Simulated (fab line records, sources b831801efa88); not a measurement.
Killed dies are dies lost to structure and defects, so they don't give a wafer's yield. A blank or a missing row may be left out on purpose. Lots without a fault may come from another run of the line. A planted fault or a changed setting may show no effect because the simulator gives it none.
fab line records | flow gf180mcu
record lots=13 wafers=39 last_day=34
route steps=602 shown CONTACT@289
lots that met no fault: from a run of the same line without faults
start_h: hours from the record's first day to the start of the lot's first wafer shown | wait_h: hours since the lot's step before | " the same as in the row above | L1.1+2: a row that stands for several wafers | - no value, or no start given | * or withheld: withheld | < > ~ a bound
route shown NAME@n: a module of which the file shows steps, and the number in the route of the first | usual: mean/standard deviation of fault-free wafers | same: alike in all rows | chamber/n: place in a boat | sites: the reading at each site | _std_site: their standard deviation | _edge_site: outer sites' mean less inner sites' | radius_mm: how far each site lies from the wafer's centre | mask NAME#n: copy n | behind: the tool/chamber that last shaped the wafer | hold: why the lot was held/for how many hours/how that ended | device: the transistor (n, p or np) that didn't switch | end of line: the same wafers' tests at the end of the route | a step without rows: its recipe alone | killed: dies lost to structure and defects at the first sort, not the wafer's yield | map: a wafer's dies, x killed, . not, _ none there
set.NAME: the setting as run; set.NAME@STEP: as run at that earlier step | model.NAME: the simulator's own value behind a step, which no gauge read
steps of the route over a sample of lots; a table a step, a row a wafer
services: from which hour (start_h, from the record's first day; less than 0 if before it) a tool's chamber was out of use, for how many hours, and why
## steps
# step GF_CONTACT_CVD_02
# recipe material=SiO2 target_thk_nm=860 precursor=TEOS temp_c=400 time_s=95.992 rf_w=600
# usual heater_power_w=659/85
# columns lot.wafer tool chamber start_h wait_h heater_power_w
L914.3 pecvd-04 2 338.71 0.0 704
L914.5 " 1 " " 774
L914.6 " 0 " " 631
L915.1 pecvd-04 0 347.05 0.1 669
L915.5 " 0 " " 680
L915.6 " 2 " " 819
L916.3 pecvd-03 2 358.17 0.0 545
L916.5 " 2 " " 609
L916.6 " 1 " " 718
L917.2 pecvd-03 1 362.95 0.0 732
L917.3 " 2 " " 670
L917.4 " 0 " " 650
L919.2 pecvd-03 2 383.90 0.0 617
L919.4 " 1 " " 728
L919.6 " 0 " " 532
L922.3 pecvd-03 1 413.34 0.1 758
L922.4 " 0 " " 654
L922.6 " 0 " " 519
L925.1 pecvd-03 1 437.49 0.1 688
L925.2 " 2 " " 675
L925.5 " 2 " " 541
L926.4 pecvd-03 2 445.78 0.1 661
L926.5 " 0 " " 629
L926.6 " 1 " " 758
L933.2 pecvd-04 1 502.07 0.0 807
L933.3 " 2 " " 799
L933.6 " 1 " " 818
L934.2 pecvd-01 0 512.80 0.0 620
L934.5 " 0 " " 507
L934.6 " 2 " " 602
L935.1 pecvd-01 2 518.47 0.1 551
L935.4 " 1 " " 603
L935.5 " 0 " " 502
L937.1 pecvd-04 2 531.02 0.1 738
L937.5 " 1 " " 669
L937.6 " 2 " " 786
L936.1 pecvd-03 0 535.65 0.1 599
L936.2 " 1 " " 743
L936.6 " 1 " " 783
# step GF_CONTACT_THK_MEAS_03
# recipe reads=SiO2_of_CONTACT_CVD_02
# usual CONTACT_CVD_02_THK=857/12
# columns lot.wafer tool chamber start_h wait_h CONTACT_CVD_02_THK[nm]
L914.3 film_metro-01 - 338.80 0.1 869
L914.5 " - " " 872
L914.6 " - " " 859
L915.1 film_metro-02 - 347.12 0.0 840
L915.5 " - " " 862
L915.6 " - " " 884
L916.3 film_metro-01 - 358.26 0.1 867
L916.5 " - " " 868
L916.6 " - " " 872
L917.2 film_metro-02 - 363.03 0.0 851
L917.3 " - " " 865
L917.4 " - " " 873
L919.2 film_metro-03 - 383.98 0.0 858
L919.4 " - " " 866
L919.6 " - " " 866
L922.3 film_metro-02 - 413.43 0.1 860
L922.4 " - " " 853
L922.6 " - " " 870
L925.1 film_metro-03 - 437.56 0.0 552
L925.2 " - " " 562
L925.5 " - " " 582
L926.4 film_metro-01 - 445.84 0.0 570
L926.5 " - " " 571
L926.6 " - " " 572
L933.2 film_metro-02 - 502.15 0.0 850
L933.3 " - " " 864
L933.6 " - " " 870
L934.2 film_metro-02 - 512.88 0.0 837
L934.5 " - " " 857
L934.6 " - " " 863
L935.1 film_metro-03 - 518.54 0.0 837
L935.4 " - " " 864
L935.5 " - " " 859
L937.1 film_metro-02 - 531.09 0.0 857
L937.5 " - " " 857
L937.6 " - " " 867
L936.1 film_metro-03 - 535.72 0.0 843
L936.2 " - " " 831
L936.6 " - " " 853
# step GF_CONTACT_CMP_04
# recipe material=SiO2 down_force_psi=4 platen_rpm=60 pad_velocity_m_s=0.94248
# usual motor_current_A=12.0/1.7 time_to_endpoint_s=112/6.1
# columns lot.wafer tool chamber start_h wait_h motor_current_A time_to_endpoint_s
L914.3 cmp-02 1 339.05 0.2 11.5 112
L914.6 " 2 " " 13.5 104
L914.5 " 3 " " 9.5 112
L915.1 cmp-01 1 347.23 0.1 10.4 108
L915.6 " 0 " " 10.7 125
L915.5 " 1 " " 9.9 115
L916.3 cmp-01 0 358.35 0.1 11.0 119
L916.6 " 3 " " 14.1 122
L916.5 " 0 " " 10.7 117
L917.3 cmp-01 2 363.08 0.0 14.1 115
L917.2 " 0 " " 11.0 113
L917.4 " 1 " " 10.2 124
L919.4 cmp-01 3 384.03 0.0 14.7 120
L919.2 " 1 " " 9.7 116
L919.6 " 0 " " 10.3 119
L922.4 cmp-01 1 413.47 0.0 10.0 108
L922.3 " 0 " " 11.3 110
L922.6 " 2 " " 13.6 110
L925.1 cmp-02 0 437.62 0.1 10.8 5
L925.2 " 3 " " 9.5 1
L925.5 " 1 " " 11.6 11
L926.4 cmp-02 3 445.97 0.1 9.4 4
L926.5 " 1 " " 11.8 6
L926.6 " 2 " " 12.9 2
L933.3 cmp-02 0 502.25 0.1 11.4 116
L933.2 " 2 " " 13.4 102
L933.6 " 3 " " 9.6 111
L934.2 cmp-01 0 513.08 0.2 10.4 106
L934.6 " 1 " " 10.8 116
L934.5 " 2 " " 13.1 111
L935.4 cmp-01 2 518.60 0.0 14.3 107
L935.1 " 1 " " 10.8 103
L935.5 " 2 " " 13.7 109
L937.1 cmp-01 2 531.20 0.1 13.0 111
L937.5 " 1 " " 10.5 112
L937.6 " 2 " " 14.0 115
L936.1 cmp-01 2 535.78 0.1 13.9 107
L936.2 " 0 " " 10.7 105
L936.6 " 3 " " 14.3 120
# step GF_CONTACT_OVL_MEAS_15
# usual CONTACT_OVL=2/5.9
# columns lot.wafer tool chamber start_h wait_h CONTACT_OVL[nm]
L914.3 overlay-01 - 361.42 0.1 4
L914.5 " - " " 7
L914.6 " - " " 6
L915.1 overlay-01 - 368.31 0.1 5
L915.5 " - " " 2
L915.6 " - " " 9
L916.3 overlay-01 - 380.40 0.1 -5
L916.5 " - " " -7
L916.6 " - " " -2
L917.2 overlay-01 - 386.00 0.1 -2
L917.3 " - " " -4
L917.4 " - " " 3
L919.2 overlay-01 - 408.21 0.1 6
L919.4 " - " " 12
L919.6 " - " " 14
L922.3 overlay-02 - 438.12 0.1 11
L922.4 " - " " 14
L922.6 " - " " 13
L925.1 overlay-01 - 462.55 0.1 2
L925.2 " - " " 1
L925.5 " - " " 2
L926.4 overlay-01 - 471.27 0.1 6
L926.5 " - " " 3
L926.6 " - " " 4
L933.2 overlay-01 - 526.31 0.1 12
L933.3 " - " " 8
L933.6 " - " " 12
L934.2 overlay-02 - 536.19 0.1 -5
L934.5 " - " " 2
L934.6 " - " " -3
L935.1 overlay-01 - 542.15 0.1 5
L935.4 " - " " 7
L935.5 " - " " 10
L937.1 overlay-01 - 554.24 0.1 -4
L937.5 " - " " 4
L937.6 " - " " 1
L936.1 overlay-01 - 559.10 0.1 -2
L936.2 " - " " 4
L936.6 " - " " 5
# step GF_CONTACT_STRIP_18
# recipe chemistry=O2/N2 power_w=1400 pressure_mtorr=1500 platen_temp_c=250 o2_flow_sccm=3000 n2_flow_sccm=300 overash_fraction=0.5
# usual drypump_motor_current_A=5.8/0.36 heater_power_w=364/46 oes_product_au=0.580/0.0052
# columns lot.wafer tool chamber start_h wait_h drypump_motor_current_A heater_power_w oes_product_au rf_hours_counter_h
L914.3 plasma_asher-02 1 361.64 - 6.0 344 0.573 -
L914.5 " 1 " " 6.0 351 0.573 -
L914.6 " 0 " " 5.6 313 0.576 -
L915.1 plasma_asher-04 0 368.51 - 5.2 414 0.586 73
L915.5 " 0 " " 5.2 413 0.574 -
L915.6 " 1 " " 5.7 380 0.588 -
L916.3 plasma_asher-04 1 380.62 - 5.7 386 0.582 -
L916.5 " 0 " " 5.2 421 0.589 -
L916.6 " 1 " " 5.7 389 0.581 -
L917.2 plasma_asher-02 0 386.19 - 5.6 320 0.581 65
L917.3 " 0 " " 5.6 312 0.589 -
L917.4 " 1 " " 6.0 346 0.578 -
L919.2 plasma_asher-01 0 408.41 - 6.3 295 0.580 66
L919.4 " 0 " " 6.3 301 0.575 -
L919.6 " 1 " " 6.1 423 0.581 -
L922.3 plasma_asher-04 1 438.34 - 5.7 392 0.579 -
L922.4 " 0 " " 5.2 416 0.580 -
L922.6 " 1 " " 5.7 380 0.578 -
L925.1 plasma_asher-02 1 462.75 - 6.0 353 0.587 74
L925.2 " 0 " " 5.6 309 0.578 74
L925.5 " 1 " " 6.0 362 0.591 -
L926.4 plasma_asher-04 1 471.49 - 5.7 388 0.586 -
L926.5 " 1 " " 5.7 380 0.581 -
L926.6 " 0 " " 5.2 410 0.584 -
L933.2 plasma_asher-02 1 526.50 - 6.1 353 0.582 81
L933.3 " 0 " " 5.6 311 0.580 -
L933.6 " 1 " " 6.0 357 0.580 -
L934.2 plasma_asher-01 1 536.39 - 6.1 421 0.583 11
L934.5 " 0 " " 6.3 304 0.581 -
L934.6 " 1 " " 6.1 427 0.578 -
L935.1 plasma_asher-02 1 542.35 - 6.0 345 0.580 83
L935.4 " 0 " " 5.6 318 0.575 -
L935.5 " 0 " " 5.6 326 0.586 -
L937.1 plasma_asher-04 1 554.44 - 5.7 391 0.586 94
L937.5 " 1 " " 5.7 381 0.582 -
L937.6 " 0 " " 5.2 411 0.582 -
L936.1 plasma_asher-02 1 559.30 - 6.0 345 0.580 85
L936.2 " 0 " " 5.6 315 0.585 85
L936.6 " 1 " " 6.0 349 0.592 -
# step GF_CONTACT_SPUTTER_22
# recipe material=Ti target_thk_nm=15 chamber_pressure_pa=5 power_w=2500 substrate_temp_c=200 time_s=80.02
# usual throttle_valve_pct=30.1/0.72
# columns lot.wafer tool chamber start_h wait_h throttle_valve_pct
L914.3 pvd_sputter-02 - 361.92 0.0 29.6
L914.5 " - " " 28.9
L914.6 " - " " 29.0
L915.1 pvd_sputter-02 - 368.81 0.0 31.6
L915.5 " - " " 29.7
L915.6 " - " " 28.7
L916.3 pvd_sputter-01 - 380.89 0.0 31.3
L916.5 " - " " 30.9
L916.6 " - " " 29.3
L917.2 pvd_sputter-04 - 386.49 0.0 30.0
L917.3 " - " " 30.2
L917.4 " - " " 29.7
L919.2 pvd_sputter-01 - 408.71 0.0 30.5
L919.4 " - " " 30.8
L919.6 " - " " 29.4
L922.3 pvd_sputter-04 - 438.61 0.0 30.1
L922.4 " - " " 30.3
L922.6 " - " " 29.9
L925.1 pvd_sputter-01 - 463.07 0.0 30.9
L925.2 " - " " 29.0
L925.5 " - " " 29.0
L926.4 pvd_sputter-02 - 471.75 0.0 31.4
L926.5 " - " " 29.0
L926.6 " - " " 29.7
L933.2 pvd_sputter-04 - 526.82 0.0 30.7
L933.3 " - " " 29.9
L933.6 " - " " 29.9
L934.2 pvd_sputter-04 - 536.78 0.0 30.2
L934.5 " - " " 29.6
L934.6 " - " " 30.7
L935.1 pvd_sputter-04 - 542.65 0.0 30.6
L935.4 " - " " 29.9
L935.5 " - " " 29.7
L937.1 pvd_sputter-02 - 554.74 0.0 29.3
L937.5 " - " " 29.8
L937.6 " - " " 31.4
L936.1 pvd_sputter-01 - 559.60 0.0 31.1
L936.2 " - " " 31.0
L936.6 " - " " 31.1
## services
# columns tool chamber start_h hours kind
pecvd-03 - 328.46 5.5 pm
cmp-02 - 331.83 1.8 repair
pvd_sputter-01 - 334.14 5.7 repair
plasma_asher-01 - 340.60 1.1 repair
plasma_asher-01 - 344.27 54.7 repair
pecvd-01 - 346.29 5.7 repair
cmp-01 - 365.15 2.2 repair
pecvd-04 - 368.88 14.0 pm
pecvd-03 - 371.56 2.8 pm
cmp-02 - 398.10 1.0 repair
cmp-01 - 401.28 3.4 pm
cmp-01 - 404.67 4.0 pm
pecvd-03 2 410.45 12.8 repair
cmp-02 - 425.55 4.1 pm
plasma_asher-02 - 439.13 2.3 repair
pecvd-04 - 442.97 6.0 pm
pecvd-03 1 447.48 6.7 repair
pvd_sputter-02 - 450.80 2.4 repair
pecvd-03 - 469.05 14.6 pm
cmp-01 - 485.57 0.7 repair
pecvd-03 2 489.47 3.1 repair
pecvd-04 1 490.51 6.3 repair
pecvd-04 - 492.30 0.8 repair
cmp-02 - 558.85 7.6 repair
## key
first_sign step=GF_CONTACT_THK_MEAS_03 reading=CONTACT_CVD_02_THK direction=down sigmas=24 usual=857 struck=568
effect step=GF_CONTACT_CMP_04 reading=time_to_endpoint_s direction=down sigmas=18 usual=* struck=*
met_at GF_CONTACT_CVD_02
struck_lots L925,L926
tester_left_out L925,L926
not_acting_at GF_CONTACT_OVL_MEAS_15,GF_CONTACT_STRIP_18,GF_CONTACT_SPUTTER_22
onset_between 413.34 437.49
fault kind=process_parameter_drift tool=pecvd-03 chamber=- onset_h=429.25 steps=GF_CONTACT_CVD_02 channel=target_thk_nm offset=-290.07 shape=step end_h=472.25 acts_in=these_recipes_only stated=860
# tester_left_out: of these lots the tester's yield and bins aren't shown, on N5 and GAA mostly nor the transistor test; their killed dies are dies lost to structure and defects alone, not to doping, threshold or leakage, so they don't give the yield
